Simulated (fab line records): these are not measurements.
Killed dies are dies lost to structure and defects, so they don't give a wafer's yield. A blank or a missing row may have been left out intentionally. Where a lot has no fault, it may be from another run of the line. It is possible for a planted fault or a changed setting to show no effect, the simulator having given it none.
fab line records    flow sfq_line    part 1 of 2: steps 1 to 21 of 30
record: lots: 5  wafers: 15  last_day: 84
route steps=325 shown M7@288 I7@296 M8@311
lots with no fault: from the same line, run without faults
start_h: hours from the record's first day to the start of the lot's first wafer shown    wait_h: how many hours have passed since the lot's step before this one    " identical to the entry in the row above    L1.1+2: a single row standing in for several wafers    - value missing, or start not given    * or withheld: withheld    < > ~ a bound
route shown NAME@n: names a module that has steps shown in the file, with the first one's number in the route    usual: mean/standard deviation of fault-free wafers    same: alike in all rows    chamber/n: place in a boat    sites: per-site readings    _std_site: standard deviation of those values    _edge_site: inner sites' mean taken away from outer sites' mean    radius_mm: how far each site lies from the wafer's centre    mask NAME#n: copy n    behind: tool/chamber where the wafer was last shaped    hold: what put the lot on hold/how long, in hours/how the hold closed    device: transistor that didn't switch, given as n, p or np    end of line: the tests these same wafers got at the end of their route    step lacking rows: just its recipe    killed: dies lost to structure and defects at the first sort, not the wafer's yield    map: a wafer's dies, x killed, . not, _ none there
set.NAME: setting as actually run; set.NAME@STEP: the setting as run at that earlier step    model.NAME: the simulator's own value behind a step, which no gauge read
a table for each step, a row for each wafer; lots at some steps of the route
services: a tool's chamber out of use, with start hour (start_h, from the record's first day; less than 0 if before it), hours out, and reason
== steps ==
step: SFQ_TRILAYER_M7_LITHO_EXPOSE_178
recipe: mask_id: M7  na: 0.6  source_shape: conventional  sigma_outer: 0.65  target_cd_nm: 500  dose_mj: 14.4
lot.wafer   tool            chamber  start_h  wait_h  mask
L074.1+3+6  krf_scanner-02  0        1597.25  -       M7#0
L075.1+2+6  krf_scanner-02  0        1598.45  -       M7#0
L081.4+5+6  krf_scanner-02  0        1612.44  -       M7#0
L083.1+4+6  krf_scanner-02  0        1868.62  -       M7#0
L092.3+4+6  krf_scanner-01  0        1921.39  -       M7#0
step: SFQ_TRILAYER_M7_LITHO_PEB_180
recipe: peb_temp_c: 115  peb_time_s: 60  resist: KrF
usual: chill_plate_temp_C: 23.00/0.12  exhaust_pa: 45.0/0.92
lot.wafer  tool            chamber  start_h  wait_h  chill_plate_temp_C  exhaust_pa
L074.1     litho_track-03  0        1598.45  1.0     23.00               45.9
L074.3     "               0        "        "       23.03               45.9
L074.6     "               0        "        "       23.11               43.9
L075.1     litho_track-01  0        1599.65  1.0     23.05               44.4
L075.2     "               0        "        "       23.23               43.9
L075.6     "               0        "        "       23.12               43.1
L081.4     litho_track-01  0        1613.12  0.5     22.99               46.2
L081.5     "               0        "        "       23.11               45.7
L081.6     "               0        "        "       23.21               46.1
L083.1     litho_track-02  0        1869.82  1.0     23.01               45.1
L083.4     "               0        "        "       23.12               46.2
L083.6     "               0        "        "       23.11               45.6
L092.3     litho_track-03  0        1922.24  0.7     23.01               44.7
L092.4     "               0        "        "       23.02               46.8
L092.6     "               0        "        "       23.05               45.2
step: SFQ_TRILAYER_M7_LITHO_DEVELOP_179
recipe: time_s: 60  resist: KrF
usual: chill_plate_temp_C: 22.98/0.095  exhaust_pa: 45.1/0.82
lot.wafer  tool            chamber  start_h  wait_h  chill_plate_temp_C  exhaust_pa
L074.1     litho_track-03  0        1598.60  0.1     22.90               45.0
L074.3     "               0        "        "       22.91               45.4
L074.6     "               0        "        "       22.79               44.7
L075.1     litho_track-01  0        1599.80  0.1     23.12               45.4
L075.2     "               0        "        "       23.23               45.9
L075.6     "               0        "        "       22.93               45.2
L081.4     litho_track-01  0        1613.27  0.1     23.05               44.8
L081.5     "               0        "        "       22.98               45.2
L081.6     "               0        "        "       22.93               44.4
L083.1     litho_track-02  0        1869.97  0.1     22.99               45.2
L083.4     "               0        "        "       23.00               45.5
L083.6     "               0        "        "       22.96               45.6
L092.3     litho_track-03  0        1922.39  0.1     22.99               45.9
L092.4     "               0        "        "       22.84               45.6
L092.6     "               0        "        "       22.74               46.3
step: SFQ_M7_OVL_MEAS_945
usual: M7_OVL: 3/5.8
lot.wafer  tool        chamber  start_h  wait_h  M7_OVL[nm]
L074.1     overlay-02  -        1598.75  0.1     -5
L074.3     "           -        "        "       -4
L074.6     "           -        "        "       -8
L075.1     overlay-01  -        1599.95  0.1     8
L075.2     "           -        "        "       13
L075.6     "           -        "        "       1
L081.4     overlay-02  -        1613.36  0.1     9
L081.5     "           -        "        "       9
L081.6     "           -        "        "       1
L083.1     overlay-01  -        1870.12  0.1     -6
L083.4     "           -        "        "       -4
L083.6     "           -        "        "       8
L092.3     overlay-01  -        1922.50  0.1     1
L092.4     "           -        "        "       1
L092.6     "           -        "        "       1
step: SFQ_TRILAYER_M7_BARC_OPEN_METAL_ETCH_229
recipe: mask_material: PR  chemistry: O2  target_depth_nm: 125  target: BARC  icp_w: 600  bias_w: 80  pressure_mtorr: 10  time_s: 41.7
usual: bias_w: 80.02/0.25  drypump_motor_current_A: 5.8/0.32  oes_product_au: 0.685/0.0045  rf_fwd_power_W: 592/3.1
lot.wafer  tool          chamber  start_h  wait_h  bias_w  drypump_motor_current_A  oes_product_au  rf_fwd_power_W  rf_hours_counter_h
L074.1     rie_metal-01  0        1598.78  0.0     80.02   5.7                      0.690           590             11
L074.3     "             1        "        "       79.91   6.0                      0.681           596             -
L074.6     "             0        "        "       80.11   5.7                      0.685           591             -
L075.1     rie_metal-04  1        1599.98  0.0     79.97   5.4                      0.685           593             12
L075.2     "             0        "        "       79.88   5.9                      0.676           586             50
L075.6     "             0        "        "       79.88   5.9                      0.684           585             -
L081.4     rie_metal-01  0        1613.40  0.0     79.89   5.6                      0.683           591             -
L081.5     "             1        "        "       80.20   6.0                      0.690           596             -
L081.6     "             0        "        "       80.22   5.6                      0.685           590             -
L083.1     rie_metal-01  1        1870.16  0.0     80.10   6.0                      0.688           597             159
L083.4     "             0        "        "       80.04   5.7                      0.694           588             -
L083.6     "             0        "        "       80.01   5.7                      0.683           595             -
L092.3     rie_metal-04  0        1922.55  0.0     80.48   5.9                      0.686           592             -
L092.4     "             1        "        "       80.16   5.3                      0.681           591             -
L092.6     "             0        "        "       80.03   5.9                      0.686           590             -
step: SFQ_TRILAYER_M7_ETCH_METAL_ETCH_180
recipe: target: Nb  stop_on: SiO2  mask_material: PR  chemistry: Cl2/Ar  target_depth_nm: 240  icp_w: 600  bias_w: 80  pressure_mtorr: 10  time_s: 120
usual: bias_w: 80.02/0.26  drypump_motor_current_A: 5.8/0.32  oes_product_au: 0.894/0.0085  rf_fwd_power_W: 596.0/2.1
lot.wafer  tool          chamber  start_h  wait_h  bias_w  drypump_motor_current_A  oes_product_au  rf_fwd_power_W  rf_hours_counter_h
L074.1     rie_metal-01  0        1598.84  0.0     80.18   5.6                      0.901           594.7           11
L074.3     "             1        "        "       80.31   6.0                      0.896           599.0           -
L074.6     "             0        "        "       80.08   5.7                      0.899           595.4           -
L075.1     rie_metal-04  1        1600.04  0.0     80.55   5.4                      0.893           597.0           12
L075.2     "             0        "        "       80.22   5.9                      0.892           595.8           50
L075.6     "             0        "        "       80.18   5.9                      0.889           592.1           -
L081.4     rie_metal-01  0        1613.48  0.1     80.22   5.7                      0.888           596.4           -
L081.5     "             1        "        "       79.95   6.0                      0.902           596.8           -
L081.6     "             0        "        "       80.25   5.7                      0.900           596.6           -
L083.1     rie_metal-01  1        1870.22  0.0     79.94   6.0                      0.889           598.7           159
L083.4     "             0        "        "       80.62   5.7                      0.899           593.5           -
L083.6     "             0        "        "       80.49   5.7                      0.896           593.5           -
L092.3     rie_metal-04  0        1922.63  0.1     79.42   5.9                      0.903           591.6           -
L092.4     "             1        "        "       79.91   5.3                      0.902           596.2           -
L092.6     "             0        "        "       79.50   5.9                      0.895           591.9           -
step: SFQ_TRILAYER_M7_STRIP_STRIP_181
recipe: gas: O2  power_w: 200  platen_temp_c: 40  overash_fraction: 0.65  chemistry: O2  pressure_mtorr: 50
usual: drypump_motor_current_A: 5.8/0.32  oes_product_au: 0.997/0.012
lot.wafer  tool          chamber  start_h  wait_h  drypump_motor_current_A  oes_product_au  rf_hours_counter_h
L074.1     rie_metal-01  0        1598.97  0.1     5.7                      0.990           11
L074.3     "             1        "        "       6.0                      0.997           -
L074.6     "             0        "        "       5.7                      0.971           -
L075.1     rie_metal-04  1        1600.17  0.1     5.4                      1.006           12
L075.2     "             0        "        "       5.9                      0.986           50
L075.6     "             0        "        "       5.9                      0.989           -
L081.4     rie_metal-01  0        1613.76  0.2     5.7                      0.986           -
L081.5     "             1        "        "       6.0                      1.003           -
L081.6     "             0        "        "       5.6                      0.969           -
L083.1     rie_metal-01  1        1870.34  0.1     6.0                      1.001           159
L083.4     "             0        "        "       5.7                      0.993           -
L083.6     "             0        "        "       5.7                      1.000           -
L092.3     rie_metal-04  0        1922.91  0.2     5.9                      1.002           -
L092.4     "             1        "        "       5.3                      1.016           -
L092.6     "             0        "        "       5.9                      1.014           -
step: SFQ_TRILAYER_M7_STRIP_SOLV_CLEAN_182
recipe: chemistry: NMP  temp_c: 70  time_s: 600
usual: temp_c: 70.01/0.12
lot.wafer  tool          chamber  start_h  wait_h  temp_c
L074.1     wet_bench-02  1        1599.57  0.4     70.05
L074.3     "             4        "        "       70.07
L074.6     "             0        "        "       70.04
L075.1     wet_bench-04  1        1600.77  0.4     70.06
L075.2     "             7        "        "       69.96
L075.6     "             0        "        "       70.00
L081.4     wet_bench-04  0        1614.16  0.2     69.92
L081.5     "             7        "        "       70.17
L081.6     "             2        "        "       70.11
L083.1     wet_bench-02  7        1870.94  0.4     69.92
L083.4     "             0        "        "       70.20
L083.6     "             4        "        "       70.17
L092.3     wet_bench-04  3        1923.31  0.2     70.16
L092.4     "             5        "        "       70.05
L092.6     "             6        "        "       69.95
step: SFQ_TRILAYER_I7_DEP_PECVD_183
recipe: material: SiO2  temp_c: 150  time_s: 111.11  pressure_torr: 2.4  rf_w: 183.3  precursor: SiH4/N2O  target_thk_nm: 500
usual: heater_power_w: 82/21  rf_fwd_power_W: 182.2/0.63  throttle_valve_pct: 24.9/1.1
lot.wafer  tool      chamber  start_h  wait_h  heater_power_w  rf_fwd_power_W  throttle_valve_pct
L074.1     pecvd-03  2        1599.74  0.0     76              181.2           23.5
L074.3     "         0        "        "       64              181.2           24.6
L074.6     "         1        "        "       90              182.8           23.9
L075.1     pecvd-02  2        1600.94  0.0     42              183.3           26.4
L075.2     "         1        "        "       110             182.6           26.2
L075.6     "         0        "        "       92              182.4           24.5
L081.4     pecvd-03  0        1614.38  0.0     73              182.2           24.5
L081.5     "         1        "        "       92              182.4           24.2
L081.6     "         2        "        "       88              182.9           23.2
L083.1     pecvd-02  1        1871.12  0.0     116             182.0           26.2
L083.4     "         0        "        "       109             181.5           24.5
L083.6     "         2        "        "       33              182.8           26.6
L092.3     pecvd-04  0        1923.66  0.0     88              180.6           23.4
L092.4     "         0        "        "       91              181.9           23.6
L092.6     "         2        "        "       77              182.2           23.5
step: SFQ_TRILAYER_I7_CMP_CMP_184
recipe: material: SiO2  down_force_psi: 3  platen_rpm: 60  pad_velocity_m_s: 0.94248
usual: head_pressure_psi: 3.000/0.0063  motor_current_A: 10.4/1.1  slurry_flow_ml_min: 150.0/0.44  time_to_endpoint_s: 215/7.2
lot.wafer  tool    chamber  start_h  wait_h  head_pressure_psi  motor_current_A  slurry_flow_ml_min  time_to_endpoint_s
L074.3     cmp-01  1        1602.56  2.8     2.993              11.8             149.8               218
L074.1     "       3        1603.56  3.8     2.999              11.7             150.2               213
L074.6     "       1        1604.56  4.7     3.005              11.7             149.4               218
L075.1     cmp-02  3        1603.42  2.4     2.997              7.9              149.8               202
L075.2     "       0        "        "       3.011              10.1             149.1               209
L075.6     "       0        1605.92  4.9     3.006              10.2             149.7               207
L081.4     cmp-01  2        1621.06  6.6     3.008              11.0             150.2               224
L081.6     "       0        1622.06  7.6     3.010              9.7              150.1               226
L081.5     "       1        "        "       3.008              11.7             149.7               227
L083.4     cmp-01  0        1877.37  6.2     3.003              9.2              150.0               216
L083.1     "       1        "        "       3.001              11.5             150.0               215
L083.6     "       3        1878.87  7.7     3.001              11.5             149.7               217
L092.3     cmp-02  2        1924.74  1.0     3.009              10.5             149.9               219
L092.4     "       3        "        "       3.001              8.5              150.4               218
L092.6     "       1        1926.24  2.5     2.992              9.9              149.7               226
step: SFQ_I7_BOW_MEAS_946
recipe: mode: bow
usual: I7_BOW: 7/10
lot.wafer  tool           chamber  start_h  wait_h  I7_BOW[um]
L074.1     film_metro-04  -        1605.06  1.0     7
L074.3     "              -        "        "       13
L074.6     "              -        "        "       17
L075.1     film_metro-02  -        1606.42  2.5     16
L075.2     "              -        "        "       11
L075.6     "              -        "        "       3
L081.4     film_metro-03  -        1623.12  1.6     3
L081.5     "              -        "        "       2
L081.6     "              -        "        "       -5
L083.1     film_metro-04  -        1879.87  1.5     7
L083.4     "              -        "        "       6
L083.6     "              -        "        "       6
L092.3     film_metro-02  -        1926.78  1.5     5
L092.4     "              -        "        "       4
L092.6     "              -        "        "       3
step: SFQ_TRILAYER_I7_METRO_MEASURE_185
usual: thk_nm: 200.0/1.1
lot.wafer  tool           chamber  start_h  wait_h  thk_nm
L074.1     film_metro-04  -        1605.18  0.1     200.2
L074.3     "              -        "        "       201.9
L074.6     "              -        "        "       201.9
L075.1     film_metro-02  -        1606.54  0.1     199.2
L075.2     "              -        "        "       199.5
L075.6     "              -        "        "       200.3
L081.4     film_metro-03  -        1623.78  0.6     200.3
L081.5     "              -        "        "       201.5
L081.6     "              -        "        "       201.9
L083.1     film_metro-04  -        1879.99  0.1     202.9
L083.4     "              -        "        "       199.8
L083.6     "              -        "        "       200.2
L092.3     film_metro-02  -        1927.26  0.5     201.7
L092.4     "              -        "        "       200.7
L092.6     "              -        "        "       201.4
step: SFQ_TRILAYER_I7_VIA_LITHO_COAT_192
recipe: resist: BARC  spin_rpm: 3000  resist_thk_nm: 62
usual: chill_plate_temp_C: 23.00/0.11  exhaust_pa: 44.9/1
lot.wafer  tool            chamber  start_h  wait_h  chill_plate_temp_C  exhaust_pa
L074.1     litho_track-04  0        1606.38  1.0     22.86               47.3
L074.3     "               0        "        "       23.01               46.7
L074.6     "               0        "        "       23.14               47.0
L075.1     litho_track-03  0        1607.74  1.0     22.89               45.1
L075.2     "               0        "        "       22.73               45.2
L075.6     "               0        "        "       22.98               45.5
L081.4     litho_track-02  0        1624.53  0.6     23.03               46.0
L081.5     "               0        "        "       22.88               45.6
L081.6     "               0        "        "       23.05               44.2
L083.1     litho_track-04  0        1881.19  1.0     23.07               46.3
L083.4     "               0        "        "       23.05               45.2
L083.6     "               0        "        "       22.95               44.6
L092.3     litho_track-03  0        1928.16  0.7     22.72               44.9
L092.4     "               0        "        "       22.74               44.1
L092.6     "               0        "        "       23.02               44.4
step: SFQ_TRILAYER_I7_VIA_LITHO_COAT_187
recipe: resist: KrF  spin_rpm: 3000  resist_thk_nm: 650
usual: chill_plate_temp_C: 22.99/0.11  exhaust_pa: 45.2/0.94
lot.wafer  tool            chamber  start_h  wait_h  chill_plate_temp_C  exhaust_pa
L074.1     litho_track-04  0        1606.68  0.2     23.07               46.2
L074.3     "               0        "        "       23.12               44.3
L074.6     "               0        "        "       22.84               45.0
L075.1     litho_track-03  0        1608.04  0.2     23.09               45.8
L075.2     "               0        "        "       23.11               44.3
L075.6     "               0        "        "       22.93               45.4
L081.4     litho_track-02  0        1624.83  0.2     23.05               45.2
L081.5     "               0        "        "       22.96               44.7
L081.6     "               0        "        "       23.12               45.2
L083.1     litho_track-04  0        1881.49  0.2     22.90               44.6
L083.4     "               0        "        "       22.86               44.9
L083.6     "               0        "        "       22.91               45.8
L092.3     litho_track-03  0        1928.46  0.2     23.08               44.3
L092.4     "               0        "        "       23.15               44.2
L092.6     "               0        "        "       23.19               45.4
step: SFQ_TRILAYER_I7_VIA_LITHO_SOFTBAKE_191
recipe: temp_c: withheld  time_s: withheld  resist: KrF
usual: chill_plate_temp_C: *  exhaust_pa: 44.8/0.97
lot.wafer  tool            chamber  start_h  wait_h  chill_plate_temp_C  exhaust_pa
L074.1     litho_track-04  0        1606.98  0.2     *                   43.0
L074.3     "               0        "        "       *                   43.6
L074.6     "               0        "        "       *                   42.6
L075.1     litho_track-03  0        1608.34  0.2     *                   43.6
L075.2     "               0        "        "       *                   44.8
L075.6     "               0        "        "       *                   43.6
L081.4     litho_track-02  0        1625.05  0.2     *                   43.8
L081.5     "               0        "        "       *                   43.5
L081.6     "               0        "        "       *                   43.7
L083.1     litho_track-04  0        1881.79  0.2     *                   45.4
L083.4     "               0        "        "       *                   45.9
L083.6     "               0        "        "       *                   45.5
L092.3     litho_track-03  0        1928.71  0.2     *                   44.7
L092.4     "               0        "        "       *                   44.3
L092.6     "               0        "        "       *                   45.0
step: SFQ_TRILAYER_I7_VIA_LITHO_EXPOSE_188
recipe: mask_id: I7  na: 0.6  source_shape: conventional  sigma_outer: 0.65  target_cd_nm: 1000  dose_mj: 21.3
lot.wafer   tool            chamber  start_h  wait_h  mask
L074.1+3+6  krf_scanner-01  0        1709.61  -       I7#0
L075.1+2+6  krf_scanner-01  0        1710.81  -       I7#0
L081.4+5+6  krf_scanner-01  0        1728.07  -       I7#0
L083.1+4+6  krf_scanner-01  0        1893.12  -       I7#0
L092.3+4+6  krf_scanner-01  0        1929.21  -       I7#0
step: SFQ_TRILAYER_I7_VIA_LITHO_PEB_190
recipe: peb_temp_c: 115  peb_time_s: 60  resist: KrF
usual: chill_plate_temp_C: 23.00/0.11  exhaust_pa: 45.1/1
lot.wafer  tool            chamber  start_h  wait_h  chill_plate_temp_C  exhaust_pa
L074.1     litho_track-03  0        1710.81  1.0     23.20               45.5
L074.3     "               0        "        "       23.25               45.0
L074.6     "               0        "        "       23.18               45.5
L075.1     litho_track-03  0        1712.01  1.0     22.92               45.1
L075.2     "               0        "        "       23.15               46.3
L075.6     "               0        "        "       23.08               46.4
L081.4     litho_track-03  0        1728.75  0.5     23.02               47.2
L081.5     "               0        "        "       22.89               46.4
L081.6     "               0        "        "       22.96               45.9
L083.1     litho_track-03  0        1894.32  1.0     22.92               46.0
L083.4     "               0        "        "       23.06               45.5
L083.6     "               0        "        "       22.98               45.7
L092.3     litho_track-03  0        1930.06  0.7     22.89               46.2
L092.4     "               0        "        "       23.04               45.8
L092.6     "               0        "        "       22.90               45.4
step: SFQ_TRILAYER_I7_VIA_LITHO_DEVELOP_189
recipe: time_s: 60  resist: KrF
usual: chill_plate_temp_C: 23.00/0.1  exhaust_pa: 45.1/1
lot.wafer  tool            chamber  start_h  wait_h  chill_plate_temp_C  exhaust_pa
L074.1     litho_track-03  0        1710.96  0.1     23.00               42.8
L074.3     "               0        "        "       23.02               43.4
L074.6     "               0        "        "       23.04               44.5
L075.1     litho_track-03  0        1712.16  0.1     23.07               44.3
L075.2     "               0        "        "       23.01               44.7
L075.6     "               0        "        "       23.07               45.7
L081.4     litho_track-03  0        1728.90  0.1     23.23               47.3
L081.5     "               0        "        "       23.10               45.5
L081.6     "               0        "        "       23.22               46.1
L083.1     litho_track-03  0        1894.47  0.1     23.13               43.9
L083.4     "               0        "        "       23.09               43.2
L083.6     "               0        "        "       23.04               43.6
L092.3     litho_track-03  0        1930.21  0.1     22.96               46.6
L092.4     "               0        "        "       22.92               45.7
L092.6     "               0        "        "       22.94               45.7
step: SFQ_I7_OVL_MEAS_947
usual: I7_OVL: -2/4.5
lot.wafer  tool        chamber  start_h  wait_h  I7_OVL[nm]
L074.1     overlay-02  -        1711.11  0.1     -2
L074.3     "           -        "        "       -2
L074.6     "           -        "        "       -11
L075.1     overlay-02  -        1712.31  0.1     1
L075.2     "           -        "        "       -4
L075.6     "           -        "        "       -8
L081.4     overlay-02  -        1728.99  0.1     1
L081.5     "           -        "        "       0
L081.6     "           -        "        "       4
L083.1     overlay-01  -        1894.62  0.1     -4
L083.4     "           -        "        "       -5
L083.6     "           -        "        "       -6
L092.3     overlay-02  -        1930.32  0.1     -6
L092.4     "           -        "        "       -1
L092.6     "           -        "        "       3
step: SFQ_TRILAYER_I7_VIA_BARC_OPEN_VIA_ETCH_260
recipe: mask_material: PR  chemistry: O2  target_depth_nm: 125  target: BARC  source_w: 500  bias_w: 80  pressure_mtorr: 30  time_s: 41.7
usual: bias_w: 79.99/0.23  drypump_motor_current_A: 5.8/0.42  oes_product_au: 0.685/0.0046  rf_fwd_power_W: 494.7/2
lot.wafer  tool         chamber  start_h  wait_h  bias_w  drypump_motor_current_A  oes_product_au  rf_fwd_power_W  rf_hours_counter_h
L074.1     rie_diel-04  0        1711.14  0.0     80.47   5.8                      0.683           493.5           4
L074.3     "            3        "        "       79.51   5.8                      0.682           495.8           15
L074.6     "            3        "        "       79.58   5.8                      0.686           495.2           -
L075.1     rie_diel-02  1        1712.34  0.0     80.04   5.9                      0.686           496.2           20
L075.2     "            0        "        "       79.49   5.4                      0.686           498.2           13
L075.6     "            1        "        "       80.26   5.9                      0.686           498.0           -
L081.4     rie_diel-04  3        1729.01  0.0     80.04   5.8                      0.688           495.6           15
L081.5     "            2        "        "       79.87   6.2                      0.676           491.4           -
L081.6     "            1        "        "       80.15   6.1                      0.692           494.6           -
L083.1     rie_diel-01  3        1894.66  0.0     80.03   5.4                      0.688           495.8           4
L083.4     "            2        "        "       80.06   6.4                      0.689           493.8           5
L083.6     "            1        "        "       79.60   5.2                      0.685           494.0           -
L092.3     rie_diel-02  2        1930.34  0.0     79.96   6.5                      0.679           496.7           20
L092.4     "            1        "        "       79.57   5.8                      0.683           498.4           1
L092.6     "            3        "        "       79.41   5.1                      0.682           492.2           -
step: SFQ_TRILAYER_I7_VIA_ETCH_VIA_ETCH_190
recipe: target: SiO2  stop_on: Nb  mask_material: PR  taper_deg: 20  chemistry: CHF3  target_depth_nm: 260  source_w: 500  bias_w: 80  pressure_mtorr: 30  time_s: withheld
usual: bias_w: 80.01/0.21  drypump_motor_current_A: 5.8/0.42  oes_product_au: 0.854/0.005  rf_fwd_power_W: 498.2/1.6
lot.wafer  tool         chamber  start_h  wait_h  bias_w  drypump_motor_current_A  oes_product_au  rf_fwd_power_W
L074.1     rie_diel-04  0        1711.18  0.0     80.04   5.8                      0.859           497.1
L074.3     "            3        "        "       79.73   5.8                      0.861           501.1
L074.6     "            3        "        "       79.92   5.8                      0.857           499.9
L075.1     rie_diel-02  1        1712.38  0.0     80.31   5.8                      0.859           499.1
L075.2     "            0        "        "       80.17   5.4                      0.852           497.7
L075.6     "            1        "        "       79.85   5.8                      0.856           498.6
L081.4     rie_diel-04  3        1729.05  0.0     79.62   5.8                      0.860           497.5
L081.5     "            2        "        "       80.04   6.2                      0.864           497.8
L081.6     "            1        "        "       80.11   6.1                      0.861           496.7
L083.1     rie_diel-01  3        1894.70  0.0     80.00   5.4                      0.856           499.6
L083.4     "            2        "        "       79.82   6.3                      0.849           498.1
L083.6     "            1        "        "       79.86   5.2                      0.851           494.3
L092.3     rie_diel-02  2        1930.38  0.0     79.78   6.5                      0.853           501.0
L092.4     "            1        "        "       79.92   5.9                      0.857           497.9
L092.6     "            3        "        "       79.96   5.1                      0.860           495.2
